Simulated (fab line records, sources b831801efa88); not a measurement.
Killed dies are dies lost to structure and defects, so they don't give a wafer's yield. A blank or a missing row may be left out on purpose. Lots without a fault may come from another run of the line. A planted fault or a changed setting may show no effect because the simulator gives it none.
Which tool did it? | flow gf180mcu | 12 lots, 36 wafers sampled, at 5 steps of a route of 602

WHAT THE GAUGES READ, wafer by wafer
GF_V5_BOW_MEAS_05.
lot  | measured     | on            | V5_BOW (um)
L857 | day 26 20:25 | film_metro-02 | 144 140 133
L859 | day 27 09:52 | film_metro-01 | 133 137 137
L860 | day 27 21:05 | film_metro-02 | 127 126 133
L863 | day 28 12:50 | film_metro-02 | 139 142 138
L864 | day 28 23:13 | film_metro-02 | 120 116 117
L866 | day 29 15:17 | film_metro-01 | 146 146 148
L867 | day 30 03:20 | film_metro-03 | 125 121 126
L868 | day 30 04:14 | film_metro-03 | 126 120 120
L869 | day 30 11:10 | film_metro-02 | 123 134 127
L872 | day 31 08:22 | film_metro-02 | 135 130 128
L877 | day 32 11:47 | film_metro-01 | 115 125 124
L878 | day 32 13:22 | film_metro-01 | 122 122 129

GF_V5_OVL_MEAS_15.
lot  | measured     | on         | V5_OVL (nm)
L857 | day 27 17:34 | overlay-02 | 3 0 0
L859 | day 28 06:24 | overlay-02 | -3 -6 1
L860 | day 28 17:24 | overlay-01 | 4 -5 -8
L863 | day 29 08:43 | overlay-01 | -2 2 3
L864 | day 29 18:32 | overlay-01 | -3 -3 -6
L866 | day 30 10:25 | overlay-02 | 23 26 27 17 23 21
L867 | day 30 21:16 | overlay-02 | 15 16 20 12 11 15
L868 | day 30 23:10 | overlay-02 | 20 19 18 17 14 13
L869 | day 31 05:07 | overlay-02 | 27 29 27 24 24 24
L872 | day 32 02:06 | overlay-01 | -4 0 1
L877 | day 33 04:02 | overlay-01 | 2 -1 -3
L878 | day 33 05:32 | overlay-01 | -7 -1 -11

WHICH TOOL RAN EACH LOT (tool, then ch and the chambers of the sampled wafers, then the start)
lot  | GF_V5_CVD_02                    | GF_V5_CMP_04                  | GF_V5_EXPOSE_11
L857 | pecvd-04 ch 1,2, day 26 19:54   | cmp-02 ch 0,1,2, day 26 20:13 | krf_scanner-01 ch 0, day 27 07:32
L859 | pecvd-03 ch 1, day 27 09:19     | cmp-01 ch 1,3, day 27 09:35   | krf_scanner-02 ch 0, day 27 20:16
L860 | pecvd-03 ch 0,1,2, day 27 20:34 | cmp-01 ch 0,2, day 27 20:44   | krf_scanner-01 ch 0, day 28 07:53
L863 | pecvd-02 ch 0,1,2, day 28 12:21 | cmp-01 ch 1,2,3, day 28 12:34 | krf_scanner-01 ch 0, day 28 23:07
L864 | pecvd-02 ch 0,2, day 28 22:35   | cmp-02 ch 0,1,3, day 28 23:01 | krf_scanner-01 ch 0, day 29 09:16
L866 | pecvd-02 ch 0,1,2, day 29 14:42 | cmp-01 ch 0,1,3, day 29 15:07 | krf_scanner-01 ch 0, day 30 01:01
L867 | pecvd-04 ch 0,1,2, day 30 02:52 | cmp-02 ch 0,1,3, day 30 03:05 | krf_scanner-01 ch 0, day 30 12:19
L868 | pecvd-04 ch 1,2, day 30 03:46   | cmp-02 ch 0,2, day 30 03:59   | krf_scanner-01 ch 0, day 30 13:56
L869 | pecvd-03 ch 0,2, day 30 10:42   | cmp-01 ch 1,2, day 30 10:52   | krf_scanner-01 ch 0, day 30 20:29
L872 | pecvd-03 ch 0,2, day 31 07:53   | cmp-02 ch 0,3, day 31 08:07   | krf_scanner-02 ch 0, day 31 17:29
L877 | pecvd-02 ch 0,1, day 32 11:19   | cmp-01 ch 0,2, day 32 11:29   | krf_scanner-02 ch 0, day 32 20:45
L878 | pecvd-04 ch 0,1,2, day 32 12:54 | cmp-01 ch 0,1,3, day 32 13:10 | krf_scanner-02 ch 0, day 32 22:26
- GF_V5_CVD_02: deposits SiO2 from TEOS, target thk 1450 nm, time 163.28 s.
- GF_V5_CMP_04: polishes SiO2.
- GF_V5_EXPOSE_11: exposes mask Via5, target cd 260 nm.

WHAT THE TOOLS THEMSELVES READ (means of the sampled wafers that have a number; where no wafer has one, the mark that the record gives instead)
GF_V5_CVD_02.
lot  | tool     | heater_power_w (W) | susceptor_temp_C (C)
L857 | pecvd-04 | 636                | 399.93
L859 | pecvd-03 | 730                | 400.11
L860 | pecvd-03 | 680                | 400.03
L863 | pecvd-02 | 680                | 400.07
L864 | pecvd-02 | 622                | 399.86
L866 | pecvd-02 | 614                | 399.86
L867 | pecvd-04 | 605                | 400.20
L868 | pecvd-04 | 616                | 400.01
L869 | pecvd-03 | 793                | 399.79
L872 | pecvd-03 | 741                | 399.74
L877 | pecvd-02 | 605                | 400.12
L878 | pecvd-04 | 582                | 399.98

GF_V5_CMP_04.
lot  | tool   | motor_current_A (A)
L857 | cmp-02 | 10.7
L859 | cmp-01 | 12.7
L860 | cmp-01 | 11.9
L863 | cmp-01 | 12.6
L864 | cmp-02 | 11.3
L866 | cmp-01 | 12.8
L867 | cmp-02 | 11.1
L868 | cmp-02 | 12.0
L869 | cmp-01 | 11.5
L872 | cmp-02 | 12.3
L877 | cmp-01 | 11.7
L878 | cmp-01 | 12.8

GF_V5_EXPOSE_11.
lot  | tool           | exposure_dose_mJ_cm2
L857 | krf_scanner-01 | 37.95
L859 | krf_scanner-02 | 37.98
L860 | krf_scanner-01 | 37.90
L863 | krf_scanner-01 | 37.87
L864 | krf_scanner-01 | 37.94
L866 | krf_scanner-01 | 37.95
L867 | krf_scanner-01 | 37.93
L868 | krf_scanner-01 | 37.99
L869 | krf_scanner-01 | 37.93
L872 | krf_scanner-02 | 37.95
L877 | krf_scanner-02 | 37.92
L878 | krf_scanner-02 | 37.93

THE ANSWER, worked out from the rows above alone
Rule: what is usual is taken from the lots themselves. Put in order of their means at a reading, lots are off if they are a third of the lots or fewer, leave a main group of 4 or more, and stand apart from it by a gap of 3 or more times the standard deviation of the main group's means; of several such gaps the widest counts. A main group whose means are all the same, to the digits that the tables above print for the reading, isn't used. A lot without any number at a reading at which 4 lots or more have one is off too. The other lots that the step has rows for count as sound. The gauges are gone through in route order, then the tools' own readings, and for those a lot's mean is taken as printed above. The first step at which some lot is off is used, and at that step the reading that is off furthest; a lot without a number counts as furthest.
Off: L866, L867, L868, L869, at GF_V5_OVL_MEAS_15 (V5_OVL). The main group: mean -2 nm, standard deviation 2.4.
A tool fits if, at a process step before that reading, it ran every lot that is off, and no sound lot after the first of them. The gauges at GF_V5_OVL_MEAS_15 are tried like those tools. Can't be told from this: 2 tools fit, krf_scanner-01 at GF_V5_EXPOSE_11, overlay-02 at GF_V5_OVL_MEAS_15.

WHAT THE SIMULATOR HAD PUT IN
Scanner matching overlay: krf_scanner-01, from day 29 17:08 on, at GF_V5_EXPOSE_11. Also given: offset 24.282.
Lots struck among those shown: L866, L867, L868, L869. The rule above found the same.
